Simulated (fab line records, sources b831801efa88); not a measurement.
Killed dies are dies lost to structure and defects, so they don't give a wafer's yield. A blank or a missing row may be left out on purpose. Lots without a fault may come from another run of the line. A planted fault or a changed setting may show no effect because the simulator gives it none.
Chamber matching | flow gf180mcu | GF_STI_ETCH_14 on rie_si-01: 4 sister chambers
The step etches Si in HBr/Cl2/O2, target depth 360 nm, time 102.9 s. 4 wafers are shown with their chamber, then 7 later ones without.

WAFERS WITH THEIR CHAMBER
wafer  | chamber | drypump_motor_current_A (A)
L971.3 | 1       | 4.7
L971.5 | 3       | 5.6
L972.2 | 0       | 6.5
L972.3 | 2       | 5.5

WAFERS WITHOUT THEIR CHAMBER
wafer  | drypump_motor_current_A (A)
L972.6 | 6.6
L973.1 | 5.6
L973.3 | 5.6
L973.4 | 4.6
L984.2 | 6.5
L984.4 | 5.5
L984.5 | 5.5

WHICH CHAMBER EACH WENT THROUGH
wafer  | from the rows above     | in truth
L972.6 | 0                       | 0
L973.1 | can't be placed: 3 or 2 | 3
L973.3 | can't be placed: 3 or 2 | 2
L973.4 | 1                       | 1
L984.2 | 0                       | 0
L984.4 | can't be placed: 2 or 3 | 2
L984.5 | can't be placed: 2 or 3 | 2
Placed correctly: 3 of 7. Can't be placed from these rows: 4 (the true chamber is among the candidates in 4). Placed wrongly: 0.
How it was worked out, from the rows above alone: a wafer's distance from a chamber is the root of the sum, over the readings, of the square of ((its reading less the chamber's mean) divided by the reading's scatter). The wafer belongs to the nearest chamber; if the next one is less than 2 further off, it can't be placed. A chamber's mean is the mean of its shown wafers. The scatter: with one shown wafer a chamber, the root of the mean of the squares of how far each hidden wafer lies from its nearest shown one.
